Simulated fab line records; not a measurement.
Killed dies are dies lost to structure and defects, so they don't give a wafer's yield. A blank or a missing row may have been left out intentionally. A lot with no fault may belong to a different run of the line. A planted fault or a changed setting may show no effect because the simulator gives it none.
fab line records	flow sky130
[record] lots = 10	wafers = 30	last-day = 50
route steps=708 shown VIA1@481 METAL2@486 VIA2@522 CAPM@539 PAD_OPEN@708
lots with no fault: from the same line, run without faults
start-h: the number of hours between the record's first day and the start of the first shown wafer of the lot	wait-h: hours elapsed since this lot's preceding step	" same as the row above	L1.1+2: several wafers, shown together as one row	- value missing, or start not given	* or withheld: withheld	< > ~ a bound
route shown NAME@n: a module of which the file shows steps, and the number in the route of the first	usual: mean/standard deviation of fault-free wafers	same: alike in all rows	chamber/n: place in a boat	sites: readings site by site	_std_site: the values' standard deviation	_edge_site: outer sites' mean less inner sites'	radius-mm: for every site, how far away it sits from the centre of the wafer	mask NAME#n: copy n	behind: the tool/chamber that last shaped the wafer	hold: cause of the lot's hold/its duration in hours/its outcome	device: which transistor (n, p or np) failed to switch	end of line: the route-end tests of the same wafers	a step given without rows: its recipe and nothing more	killed: at the first sort, the dies lost to defects and structure; wafer yield is something else	map: a wafer's dies, x killed, . not, _ none there
set.NAME: setting as actually run; set.NAME@STEP: the setting as run at that earlier step	model.NAME: the simulator's own value behind a step, which no gauge read
the route's steps for a sample of lots (tables are steps, rows are wafers)
services: from which hour (start-h, from the record's first day; less than 0 if before it) a tool's chamber was out of use, for how many hours, and why
[[steps]]
[step SKY_VIA1_THK_MEAS_23]
[recipe] thk-meas-gauge = xrf	reads = W_of_VIA1_CVD_21
[usual] VIA1_W_THK = 268/3.4
lot.wafer	tool	chamber	start-h	wait-h	VIA1_W_THK[nm]
L598.2	film-metro-03	-	788.38	0.1	269
L598.3	"	-	"	"	264
L598.6	"	-	"	"	262
L600.1	film-metro-02	-	828.91	0.1	272
L600.2	"	-	"	"	270
L600.4	"	-	"	"	271
L602.1	film-metro-03	-	909.63	0.1	273
L602.2	"	-	"	"	270
L602.6	"	-	"	"	268
L604.1	film-metro-03	-	911.55	0.1	271
L604.3	"	-	"	"	271
L604.4	"	-	"	"	268
L607.2	film-metro-02	-	911.66	0.1	266
L607.3	"	-	"	"	265
L607.4	"	-	"	"	271
L605.1	film-metro-02	-	911.83	0.1	267
L605.4	"	-	"	"	271
L605.5	"	-	"	"	268
L611.3	film-metro-04	-	916.74	0.1	268
L611.4	"	-	"	"	269
L611.6	"	-	"	"	268
L616.2	film-metro-04	-	929.88	0.1	270
L616.5	"	-	"	"	267
L616.6	"	-	"	"	265
L619.2	film-metro-02	-	942.27	0.1	269
L619.4	"	-	"	"	270
L619.5	"	-	"	"	273
L620.3	film-metro-04	-	960.00	0.1	268
L620.4	"	-	"	"	272
L620.6	"	-	"	"	270
[step SKY_METAL2_SPUTTER_03]
[recipe] material = Ti	target-thk-nm = 5	power-w = 3000	time-s = 3.3	chamber-pressure-pa = 0.4
[usual] cathode-dc-power-W = 3000.0/0.57	throttle-valve-pct = 29.9/1.1
[same] time-s = 3.3
lot.wafer	tool	chamber	start-h	wait-h	cathode-dc-power-W	throttle-valve-pct
L598.2	pvd-sputter-04	-	788.80	0.0	2999.3	30.5
L598.3	"	-	"	"	3000.6	29.6
L598.6	"	-	"	"	3000.5	28.9
L600.1	pvd-sputter-04	-	829.39	0.0	3000.1	30.0
L600.2	"	-	"	"	3000.9	29.9
L600.4	"	-	"	"	3000.8	28.7
L602.1	pvd-sputter-01	-	910.37	0.0	2999.7	30.4
L602.2	"	-	"	"	2999.6	28.9
L602.6	"	-	"	"	3000.1	28.9
L604.1	pvd-sputter-03	-	911.99	0.0	2999.1	31.4
L604.3	"	-	"	"	3000.6	29.7
L604.4	"	-	"	"	3000.6	31.6
L607.2	pvd-sputter-01	-	912.08	0.0	2999.9	30.6
L607.3	"	-	"	"	3001.0	28.9
L607.4	"	-	"	"	3000.3	28.8
L605.1	pvd-sputter-04	-	912.29	0.0	2999.7	29.8
L605.4	"	-	"	"	2999.5	28.9
L605.5	"	-	"	"	3000.3	29.8
L611.3	pvd-sputter-04	-	917.15	0.0	2999.3	28.9
L611.4	"	-	"	"	2999.7	30.6
L611.6	"	-	"	"	3000.0	28.9
L616.2	pvd-sputter-01	-	930.31	0.0	3000.6	28.6
L616.5	"	-	"	"	3000.8	28.8
L616.6	"	-	"	"	2999.9	28.6
L619.2	pvd-sputter-01	-	942.69	0.0	3000.0	30.5
L619.4	"	-	"	"	3000.1	29.0
L619.5	"	-	"	"	3000.3	30.6
L620.3	pvd-sputter-01	-	960.41	0.0	3000.9	29.1
L620.4	"	-	"	"	2999.5	28.8
L620.6	"	-	"	"	3000.1	30.4
[step SKY_VIA2_ETCH_15]
[recipe] target = SiO2	chemistry = C4F8/O2/Ar	target-depth-nm = 546	stop-on = TiN	mask-material = KrF-thick	source-w = 1500	bias-w = 1200	pressure-mtorr = 40	c4f8-flow-sccm = withheld	O2_flow_sccm = 6	Ar_flow_sccm = 300	time-s = 84
[usual] oes-product-au = 0.940/0.005
[same] time-s = 84
lot.wafer	tool	chamber	start-h	wait-h	oes-product-au	rf-hours-counter-h
L598.2	rie-diel-04	2	841.79	0.0	0.935	16
L598.3	"	0	"	"	0.935	11
L598.6	"	0	"	"	0.938	-
L600.1	rie-diel-03	2	883.24	0.0	0.944	18
L600.2	"	0	"	"	0.940	8
L600.4	"	3	"	"	0.941	9
L602.1	rie-diel-03	2	961.44	0.0	0.944	20
L602.2	"	1	"	"	0.944	18
L602.6	"	2	"	"	0.945	-
L604.1	rie-diel-03	3	962.84	0.0	0.928	11
L604.3	"	0	"	"	0.932	10
L604.4	"	1	"	"	0.945	18
L607.2	rie-diel-01	2	962.96	0.0	0.940	8
L607.3	"	0	"	"	0.937	14
L607.4	"	1	"	"	0.940	19
L605.1	rie-diel-01	2	963.90	0.0	0.940	8
L605.4	"	3	"	"	0.936	14
L605.5	"	1	"	"	0.929	-
L611.3	rie-diel-03	2	968.10	0.0	0.944	20
L611.4	"	1	"	"	0.941	18
L611.6	"	2	"	"	0.934	-
L616.2	rie-diel-01	1	979.29	0.0	0.941	20
L616.5	"	0	"	"	0.941	-
L616.6	"	1	"	"	0.942	-
L619.2	rie-diel-04	0	991.50	0.0	0.950	16
L619.4	"	1	"	"	0.935	3
L619.5	"	3	"	"	0.942	-
L620.3	rie-diel-04	0	1007.85	0.0	0.941	16
L620.4	"	2	"	"	0.941	21
L620.6	"	0	"	"	0.939	-
[step SKY_CAPM_SPUTTER_02]
[recipe] material = TiN	target-thk-nm = 200	temp-c = 300	power-w = 6500	time-s = 166.7	chamber-pressure-pa = 0.4
[usual] cathode-dc-power-W = 6500.0/1.2	throttle-valve-pct = 30.1/1.1
lot.wafer	tool	chamber	start-h	wait-h	cathode-dc-power-W	throttle-valve-pct
L598.2	pvd-sputter-02	-	843.37	0.0	6500.6	31.2
L598.3	"	-	"	"	6499.4	29.5
L598.6	"	-	"	"	6498.6	30.6
L600.1	pvd-sputter-03	-	884.80	0.1	6499.3	31.7
L600.2	"	-	"	"	6498.3	31.1
L600.4	"	-	"	"	6500.8	31.8
L602.1	pvd-sputter-01	-	963.79	0.1	6499.0	28.8
L602.2	"	-	"	"	6500.5	30.4
L602.6	"	-	"	"	6500.8	28.9
L604.1	pvd-sputter-02	-	964.83	0.1	6499.4	30.9
L604.3	"	-	"	"	6500.0	29.7
L604.4	"	-	"	"	6499.5	31.0
L607.2	pvd-sputter-03	-	965.13	0.0	6500.5	31.8
L607.3	"	-	"	"	6499.6	31.4
L607.4	"	-	"	"	6503.6	30.1
L605.1	pvd-sputter-01	-	965.61	0.1	6501.5	29.0
L605.4	"	-	"	"	6500.9	30.6
L605.5	"	-	"	"	6498.6	28.9
L611.3	pvd-sputter-03	-	969.71	0.0	6497.6	29.9
L611.4	"	-	"	"	6500.0	31.5
L611.6	"	-	"	"	6499.8	31.1
L616.2	pvd-sputter-01	-	980.86	0.0	6499.9	28.7
L616.5	"	-	"	"	6500.4	28.8
L616.6	"	-	"	"	6501.3	28.7
L619.2	pvd-sputter-01	-	993.17	0.0	6499.3	28.8
L619.4	"	-	"	"	6500.0	28.8
L619.5	"	-	"	"	6499.1	30.5
L620.3	pvd-sputter-02	-	1009.55	0.0	6500.4	31.1
L620.4	"	-	"	"	6500.1	30.9
L620.6	"	-	"	"	6499.8	29.9
[step SKY_CAPM_RS_MEAS_03]
[recipe] thk-meas-gauge = four-point-probe	reads = TiN_of_CAPM_SPUTTER_02
[usual] CAPM_TIN_RS = 6.92/0.085
lot.wafer	tool	chamber	start-h	wait-h	CAPM_TIN_RS[ohm/sq]
L598.2	film-metro-04	-	843.51	0.1	6.90
L598.3	"	-	"	"	6.72
L598.6	"	-	"	"	6.89
L600.1	film-metro-04	-	884.91	0.1	6.98
L600.2	"	-	"	"	6.93
L600.4	"	-	"	"	6.90
L602.1	film-metro-04	-	963.90	0.1	6.95
L602.2	"	-	"	"	7.01
L602.6	"	-	"	"	7.00
L604.1	film-metro-04	-	964.94	0.1	6.87
L604.3	"	-	"	"	6.76
L604.4	"	-	"	"	6.87
L607.2	film-metro-03	-	965.26	0.1	4.72
L607.3	"	-	"	"	6.96
L607.4	"	-	"	"	6.96
L605.1	film-metro-04	-	965.72	0.1	6.86
L605.4	"	-	"	"	6.89
L605.5	"	-	"	"	6.86
L611.3	film-metro-01	-	969.85	0.1	6.74
L611.4	"	-	"	"	4.65
L611.6	"	-	"	"	6.72
L616.2	film-metro-04	-	980.99	0.1	7.02
L616.5	"	-	"	"	7.04
L616.6	"	-	"	"	6.98
L619.2	film-metro-03	-	993.30	0.1	6.86
L619.4	"	-	"	"	6.94
L619.5	"	-	"	"	6.96
L620.3	film-metro-03	-	1009.70	0.1	6.96
L620.4	"	-	"	"	6.91
L620.6	"	-	"	"	6.85
[step SKY_CAPM_THK_MEAS_04]
[recipe] thk-meas-gauge = xrf	reads = TiN_of_CAPM_SPUTTER_02
[usual] CAPM_TIN_THK = 201.0/2.5
lot.wafer	tool	chamber	start-h	wait-h	CAPM_TIN_THK[nm]
L598.2	film-metro-04	-	843.62	0.1	201.2
L598.3	"	-	"	"	207.1
L598.6	"	-	"	"	202.5
L600.1	film-metro-04	-	885.03	0.1	198.9
L600.2	"	-	"	"	199.9
L600.4	"	-	"	"	201.5
L602.1	film-metro-04	-	964.02	0.1	201.3
L602.2	"	-	"	"	198.3
L602.6	"	-	"	"	199.9
L604.1	film-metro-04	-	965.06	0.1	202.9
L604.3	"	-	"	"	206.2
L604.4	"	-	"	"	202.7
L607.2	film-metro-03	-	965.37	0.1	294.3
L607.3	"	-	"	"	200.7
L607.4	"	-	"	"	199.9
L605.1	film-metro-04	-	965.84	0.1	202.4
L605.4	"	-	"	"	202.9
L605.5	"	-	"	"	202.9
L611.3	film-metro-01	-	969.95	0.1	203.8
L611.4	"	-	"	"	293.5
L611.6	"	-	"	"	205.1
L616.2	film-metro-04	-	981.10	0.1	198.4
L616.5	"	-	"	"	197.5
L616.6	"	-	"	"	200.8
L619.2	film-metro-03	-	993.41	0.1	203.5
L619.4	"	-	"	"	199.7
L619.5	"	-	"	"	199.4
L620.3	film-metro-03	-	1009.80	0.1	199.3
L620.4	"	-	"	"	200.1
L620.6	"	-	"	"	201.3
[step SKY_CAPM_METAL_ETCH_13]
[recipe] target-depth-nm = 220	stop-on = SiO2	chemistry = Cl2/BCl3	target = TiN	pressure-mtorr = 10	icp-w = 900	bias-w = 48.5	Cl2_flow_sccm = 60	bcl3-flow-sccm = 30	time-s = 62.9
[usual] bcl3-flow-sccm = 30.00/0.085	drypump-motor-current-A = 5.7/0.53	oes-product-au = 0.942/0.0075	throttle-valve-pct = 21.902/0.01
[same] time-s = 62.9
lot.wafer	tool	chamber	start-h	wait-h	bcl3-flow-sccm	drypump-motor-current-A	oes-product-au	rf-hours-counter-h	throttle-valve-pct
L598.2	rie-metal-04	0	869.63	0.0	29.90	5.8	0.942	6	21.912
L598.3	"	1	"	"	30.03	5.3	0.957	-	21.900
L598.6	"	0	"	"	30.05	5.8	0.949	-	21.897
L600.1	rie-metal-01	0	909.98	0.0	29.96	6.2	0.938	12	21.910
L600.2	"	1	"	"	30.00	5.1	0.937	3	21.910
L600.4	"	0	"	"	29.98	6.2	0.944	-	21.906
L602.1	rie-metal-01	1	986.64	0.0	30.03	5.0	0.944	6	21.897
L602.2	"	0	"	"	30.03	6.2	0.939	15	21.895
L602.6	"	0	"	"	29.99	6.2	0.934	-	21.903
L604.1	rie-metal-01	1	987.84	0.0	29.96	5.1	0.948	6	21.901
L604.3	"	1	"	"	29.97	5.1	0.954	-	21.880
L604.4	"	0	"	"	30.10	6.2	0.945	-	21.908
L607.2	rie-metal-02	1	988.13	0.0	30.03	5.3	1.027	9	21.850
L607.3	"	0	"	"	30.08	6.5	0.941	-	21.907
L607.4	"	1	"	"	29.91	5.3	0.937	-	21.905
L605.1	rie-metal-01	0	988.74	0.0	30.02	6.2	0.944	15	21.897
L605.4	"	0	"	"	29.96	6.2	0.949	-	21.901
L605.5	"	0	"	"	30.04	6.2	0.947	-	21.907
L611.3	rie-metal-01	0	992.62	0.0	29.86	6.2	0.955	-	21.896
L611.4	"	1	"	"	30.01	5.0	0.991	-	21.874
L611.6	"	0	"	"	29.97	6.2	0.953	-	21.898
L616.2	rie-metal-04	0	1003.69	0.0	30.05	5.9	0.928	14	21.901
L616.5	"	1	"	"	30.15	5.2	0.935	-	21.939
L616.6	"	0	"	"	30.02	5.8	0.937	-	21.887
L619.2	rie-metal-04	0	1015.29	0.0	30.01	5.8	0.948	15	21.907
L619.4	"	0	"	"	30.01	5.8	0.941	-	21.877
L619.5	"	1	"	"	29.96	5.2	0.937	-	21.907
L620.3	rie-metal-02	0	1031.92	0.0	29.99	6.5	0.944	-	21.900
L620.4	"	1	"	"	30.13	5.3	0.941	-	21.898
L620.6	"	0	"	"	29.98	6.5	0.946	-	21.906
[step SKY_PAD_OPEN_PROBE_99]
[usual] defect-limited-yield = 82.8/2	killed_at_M0_to_M3 = 42/7.3	killed_at_M4_up = 3.4/2	killed-at-contacts = 24/5.8	killed-at-front-end = 15/4.6	killed-at-other = 0.3/0.62	killed-dies = 84/9.8	killed-open = 47/6.9	killed-short = 38/6.3
[same] gross-dies = 492	killed-at-back-side = 0
lot.wafer	tool	chamber	start-h	wait-h	defect-limited-yield[%]	killed_at_M0_to_M3	killed_at_M4_up	killed-at-contacts	killed-at-front-end	killed-at-other	killed-dies	killed-open	killed-short
L598.2	prober-02	-	1064.25	0.1	81.3	57	1	24	9	1	92	53	39
L598.3	prober-02	-	1064.30	0.2	83.5	43	3	16	18	1	81	40	41
L598.6	prober-02	-	1064.45	0.2	84.6	37	3	26	10	0	76	41	35
L600.1	prober-01	-	1102.26	0.1	78.7	56	3	29	17	0	105	59	46
L600.2	prober-01	-	1102.31	0.1	82.3	46	7	25	9	0	87	53	34
L600.4	prober-01	-	1102.41	0.2	85.6	33	1	22	15	0	71	34	37
L602.1	prober-02	-	1166.70	0.1	82.7	28	3	37	14	3	85	49	36
L602.2	prober-02	-	1166.75	0.1	84.1	38	8	20	12	0	78	45	33
L602.6	prober-02	-	1166.95	0.2	85.0	38	2	22	12	0	74	46	28
L604.1	prober-02	-	1168.20	0.1	86.4	33	3	21	10	0	67	35	32
L604.3	prober-02	-	1168.30	0.2	86.0	29	4	19	17	0	69	36	33
L604.4	prober-02	-	1168.35	0.2	83.3	36	2	17	27	0	82	40	42
L607.2	prober-01	-	1168.25	0.1	82.7	39	2	29	15	0	85	51	34
L607.3	prober-01	-	1168.30	0.2	85.8	32	3	29	6	0	70	38	32
L607.4	prober-01	-	1168.35	0.2	81.9	41	1	33	14	0	89	56	33
L605.1	prober-02	-	1169.70	0.1	80.3	49	4	29	14	1	97	50	47
L605.4	prober-02	-	1169.85	0.2	79.7	45	6	29	18	2	100	50	50
L605.5	prober-02	-	1169.90	0.2	82.5	49	4	22	11	0	86	48	38
L611.3	prober-02	-	1171.30	0.2	84.1	41	0	29	8	0	78	51	27
L611.4	prober-02	-	1171.35	0.2	83.3	49	1	19	13	0	82	46	36
L611.6	prober-02	-	1171.45	0.2	78.9	52	6	27	16	3	104	64	40
L616.2	prober-02	-	1180.48	0.1	82.3	45	6	19	17	0	87	52	35
L616.5	prober-02	-	1180.63	0.2	82.7	54	6	23	2	0	85	47	38
L616.6	prober-02	-	1180.68	0.2	85.4	26	4	28	14	0	72	39	33
L619.2	prober-01	-	1189.06	0.1	83.5	43	3	22	13	0	81	45	36
L619.4	prober-01	-	1189.16	0.2	83.7	40	5	18	17	0	80	46	34
L619.5	prober-01	-	1189.21	0.2	80.3	47	2	27	19	2	97	61	36
L620.3	prober-02	-	1199.36	0.2	81.5	38	3	33	17	0	91	47	44
L620.4	prober-02	-	1199.41	0.2	83.5	42	4	24	11	0	81	42	39
L620.6	prober-02	-	1199.51	0.2	84.1	37	2	28	11	0	78	45	33
// killed by level:class
L598.2 VIA3:geometric-particle:open=13 METAL1:geometric-particle:short=11 LI_CONTACT:geometric-particle:open=10 VIA1:geometric-particle:open=8 VIA2:geometric-particle:open=8 CONTACT:geometric-particle:short=5 LI_CONTACT:geometric-particle:short=4 METAL2:geometric-particle:short=4
L598.3 VIA1:geometric-particle:open=8 VIA3:geometric-particle:open=8 FIELD_ISO:geometric-particle:short=7 METAL2:geometric-particle:short=7 VIA2:geometric-particle:open=5 SPACER:geometric-particle:open=4 CONTACT:geometric-particle:short=4 VIA3:geometric-particle:short=4
L598.6 CONTACT:geometric-particle:open=10 LI_CONTACT:geometric-particle:open=7 METAL2:geometric-particle:short=7 VIA1:geometric-particle:open=7 VIA2:geometric-particle:open=6 FIELD_ISO:geometric-particle:short=4 VIA3:geometric-particle:open=4 VIA3:geometric-particle:short=4
L600.1 CONTACT:geometric-particle:open=15 METAL1:geometric-particle:short=11 VIA1:geometric-particle:open=11 VIA2:geometric-particle:open=9 LI_CONTACT:geometric-particle:open=7 FIELD_ISO:geometric-particle:short=6 METAL2:geometric-particle:short=6 VIA3:geometric-particle:open=5
L600.2 VIA1:geometric-particle:open=13 CONTACT:geometric-particle:open=12 VIA3:geometric-particle:open=8 LI_CONTACT:geometric-particle:open=7 METAL4:geometric-particle:short=6 METAL1:geometric-particle:short=5 METAL3:geometric-particle:short=5 VIA2:geometric-particle:open=4
L600.4 CONTACT:geometric-particle:open=10 METAL1:geometric-particle:short=8 FIELD_ISO:geometric-particle:short=6 VIA1:geometric-particle:open=6 POLY_GATE:geometric-particle:short=4 LI_CONTACT:geometric-particle:open=4 VIA3:geometric-particle:open=4 LOCAL_INTERCONNECT:geometric-particle:short=3
L602.1 LI_CONTACT:geometric-particle:open=13 CONTACT:geometric-particle:open=8 LOCAL_INTERCONNECT:geometric-particle:short=6 CONTACT:geometric-particle:short=6 VIA1:geometric-particle:open=6 POLY_GATE:geometric-particle:short=5 VIA3:geometric-particle:open=5 FIELD_ISO:geometric-particle:open=4
L602.2 VIA2:geometric-particle:open=10 VIA1:geometric-particle:open=9 METAL4:geometric-particle:short=8 LI_CONTACT:geometric-particle:open=6 CONTACT:geometric-particle:open=6 VIA3:geometric-particle:open=4 FIELD_ISO:geometric-particle:open=3 FIELD_ISO:geometric-particle:short=3
L602.6 CONTACT:geometric-particle:open=10 VIA3:geometric-particle:open=8 VIA1:geometric-particle:open=7 VIA2:geometric-particle:open=6 LI_CONTACT:geometric-particle:open=5 POLY_GATE:geometric-particle:short=4 METAL1:geometric-particle:short=4 VIA2:geometric-particle:short=4
L604.1 METAL2:geometric-particle:short=7 CONTACT:geometric-particle:open=6 VIA1:geometric-particle:open=6 LI_CONTACT:geometric-particle:open=5 VIA2:geometric-particle:open=4 METAL3:geometric-particle:short=4 VIA3:geometric-particle:open=4 FIELD_ISO:geometric-particle:short=3
L607.2 CONTACT:geometric-particle:open=12 VIA1:geometric-particle:open=11 CONTACT:geometric-particle:short=6 VIA2:geometric-particle:open=6 FIELD_ISO:geometric-particle:open=5 VIA3:geometric-particle:open=5 VIA1:geometric-particle:short=5 LI_CONTACT:geometric-particle:short=4
L604.3 VIA1:geometric-particle:open=8 POLY_GATE:geometric-particle:short=6 CONTACT:geometric-particle:open=6 LOCAL_INTERCONNECT:geometric-particle:short=5 POLY_GATE:geometric-particle:open=4 VIA2:geometric-particle:open=4 LI_CONTACT:geometric-particle:open=3 VIA3:geometric-particle:open=3
L607.3 CONTACT:geometric-particle:open=12 CONTACT:geometric-particle:short=6 VIA1:geometric-particle:open=6 LI_CONTACT:geometric-particle:open=5 VIA2:geometric-particle:short=5 VIA2:geometric-particle:open=4 METAL2:geometric-particle:short=4 FIELD_ISO:geometric-particle:open=3
L604.4 POLY_GATE:geometric-particle:short=9 METAL1:geometric-particle:short=9 CONTACT:geometric-particle:open=8 VIA3:geometric-particle:open=8 VIA2:geometric-particle:open=5 FIELD_ISO:geometric-particle:short=4 FIELD_ISO:geometric-particle:open=4 POLY_GATE:geometric-particle:open=4
L607.4 LI_CONTACT:geometric-particle:open=9 VIA2:geometric-particle:open=9 CONTACT:geometric-particle:open=8 VIA1:geometric-particle:open=7 LOCAL_INTERCONNECT:geometric-particle:short=7 CONTACT:geometric-particle:short=5 METAL1:geometric-particle:short=5 VIA3:geometric-particle:open=5
L605.1 VIA1:geometric-particle:open=11 CONTACT:geometric-particle:open=9 CONTACT:geometric-particle:short=7 VIA2:geometric-particle:open=7 VIA3:geometric-particle:open=6 METAL3:geometric-particle:short=6 LI_CONTACT:geometric-particle:short=4 LI_CONTACT:geometric-particle:open=4
L605.4 LOCAL_INTERCONNECT:geometric-particle:short=9 VIA2:geometric-particle:open=8 CONTACT:geometric-particle:open=8 METAL1:geometric-particle:short=8 POLY_GATE:geometric-particle:open=7 VIA1:geometric-particle:open=7 METAL2:geometric-particle:short=6 LI_CONTACT:geometric-particle:open=5
L605.5 VIA2:geometric-particle:open=10 VIA1:geometric-particle:open=10 METAL2:geometric-particle:short=8 LOCAL_INTERCONNECT:geometric-particle:short=6 LI_CONTACT:geometric-particle:open=6 FIELD_ISO:geometric-particle:open=4 METAL1:geometric-particle:short=4 VIA1:geometric-particle:short=4
L611.3 VIA1:geometric-particle:open=17 CONTACT:geometric-particle:open=12 LI_CONTACT:geometric-particle:open=9 VIA2:geometric-particle:open=5 FIELD_ISO:geometric-particle:short=4 VIA3:geometric-particle:open=4 VIA3:geometric-particle:short=4 LOCAL_INTERCONNECT:geometric-particle:short=3
L611.4 CONTACT:geometric-particle:open=10 VIA1:geometric-particle:open=7 FIELD_ISO:geometric-particle:open=6 VIA3:geometric-particle:open=6 METAL1:geometric-particle:short=6 METAL2:geometric-particle:short=6 LI_CONTACT:geometric-particle:open=5 VIA2:geometric-particle:open=5
L611.6 VIA1:geometric-particle:open=13 CONTACT:geometric-particle:open=11 METAL2:geometric-particle:short=9 LI_CONTACT:geometric-particle:open=7 VIA2:geometric-particle:open=6 POLY_GATE:geometric-particle:open=5 VIA3:geometric-particle:open=5 METAL1:geometric-particle:open=4
L616.2 VIA1:geometric-particle:open=15 CONTACT:geometric-particle:open=9 METAL1:geometric-particle:short=7 POLY_GATE:geometric-particle:short=6 LI_CONTACT:geometric-particle:open=6 VIA2:geometric-particle:open=6 POLY_GATE:geometric-particle:open=5 VIA1:geometric-particle:short=5
L616.5 VIA1:geometric-particle:short=13 VIA1:geometric-particle:open=12 VIA3:geometric-particle:open=12 LOCAL_INTERCONNECT:geometric-particle:short=9 LI_CONTACT:geometric-particle:open=6 CONTACT:geometric-particle:open=6 VIA2:geometric-particle:open=6 METAL4:geometric-particle:short=4
L616.6 VIA1:geometric-particle:open=8 CONTACT:geometric-particle:open=8 LI_CONTACT:geometric-particle:open=6 LOCAL_INTERCONNECT:geometric-particle:short=6 CONTACT:geometric-particle:short=5 POLY_GATE:geometric-particle:open=4 POLY_GATE:geometric-particle:short=4 VIA3:geometric-particle:open=4
L619.2 VIA2:geometric-particle:open=10 VIA1:geometric-particle:open=8 FIELD_ISO:geometric-particle:open=6 LI_CONTACT:geometric-particle:open=6 LOCAL_INTERCONNECT:geometric-particle:short=5 CONTACT:geometric-particle:open=5 VIA3:geometric-particle:open=5 POLY_GATE:geometric-particle:short=4
L619.4 VIA1:geometric-particle:open=13 METAL2:geometric-particle:short=7 FIELD_ISO:geometric-particle:open=6 POLY_GATE:geometric-particle:open=5 CONTACT:geometric-particle:open=5 VIA3:geometric-particle:open=5 LI_CONTACT:geometric-particle:open=4 VIA1:geometric-particle:short=4
L619.5 CONTACT:geometric-particle:open=13 VIA2:geometric-particle:open=10 LI_CONTACT:geometric-particle:open=9 VIA3:geometric-particle:open=8 FIELD_ISO:geometric-particle:short=6 FIELD_ISO:geometric-particle:open=6 VIA1:geometric-particle:open=6 METAL2:geometric-particle:short=5
L620.3 CONTACT:geometric-particle:open=12 VIA1:geometric-particle:open=9 LI_CONTACT:geometric-particle:open=8 VIA1:geometric-particle:short=6 CONTACT:geometric-particle:short=6 VIA3:geometric-particle:open=6 FIELD_ISO:geometric-particle:short=4 VIA2:geometric-particle:short=4
L620.4 VIA1:geometric-particle:open=11 LI_CONTACT:geometric-particle:open=6 CONTACT:geometric-particle:short=6 VIA3:geometric-particle:open=6 LI_CONTACT:geometric-particle:short=5 VIA2:geometric-particle:open=5 CONTACT:geometric-particle:open=5 METAL1:geometric-particle:short=5
L620.6 CONTACT:geometric-particle:open=11 LI_CONTACT:geometric-particle:open=8 METAL2:geometric-particle:short=7 METAL1:geometric-particle:short=7 VIA2:geometric-particle:open=7 VIA1:geometric-particle:open=6 VIA3:geometric-particle:open=4 POLY_GATE:geometric-particle:short=3
[[services]]
tool	chamber	start-h	hours	kind
pvd-sputter-03	-	768.61	2.6	repair
rie-diel-03	3	772.90	2.5	repair
rie-diel-03	2	783.19	1.8	repair
pvd-sputter-02	-	829.06	0.9	repair
rie-diel-03	2	832.68	2.2	repair
rie-metal-01	0	834.26	3.8	repair
pvd-sputter-03	-	846.38	2.2	repair
rie-diel-04	1	858.89	1.8	repair
rie-metal-04	1	870.82	19.7	repair
rie-diel-03	-	934.25	4.3	pm
rie-metal-01	-	940.63	2.8	pm
rie-diel-04	-	944.37	14.6	pm
pvd-sputter-03	-	946.46	7.9	repair
pvd-sputter-01	-	946.49	1.5	repair
rie-diel-04	3	959.14	5.7	repair
rie-diel-04	1	960.11	3.0	repair
rie-diel-01	-	974.13	1.5	repair
pvd-sputter-02	-	982.26	3.6	repair
rie-diel-03	2	988.33	1.7	repair
pvd-sputter-03	-	995.95	31.0	repair
rie-diel-03	0	997.76	4.1	repair
rie-diel-04	2	998.49	7.2	repair
pvd-sputter-04	-	1020.20	3.7	repair
rie-diel-01	2	1021.52	14.5	repair
[[key]]
[first-sign] step = SKY_CAPM_RS_MEAS_03	reading = CAPM_TIN_RS	direction = down	sigmas = 26	usual = 6.92	struck = 4.68
[effect] step = SKY_CAPM_THK_MEAS_04	reading = CAPM_TIN_THK	direction = up	sigmas = 38	usual = 201.0	struck = 293.9
[effect] step = SKY_CAPM_METAL_ETCH_13	reading = oes-product-au	direction = up	sigmas = 9	usual = 0.942	struck = 1.009
met-at SKY_CAPM_SPUTTER_02
struck-lots L607,L611
struck-wafers L607.2,L611.4
not-acting-at SKY_VIA1_THK_MEAS_23,SKY_METAL2_SPUTTER_03,SKY_VIA2_ETCH_15
onset-between 884.80 965.13
[fault] kind = process-parameter-drift	tool = pvd-sputter-03	chamber = -	onset-h = 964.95	steps = SKY_CAPM_SPUTTER_02	channel = target-thk-nm	offset = 94.029	shape = step	end-h = 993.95	acts-in = these-recipes-only	stated = 200	scope = struck-wafers-only
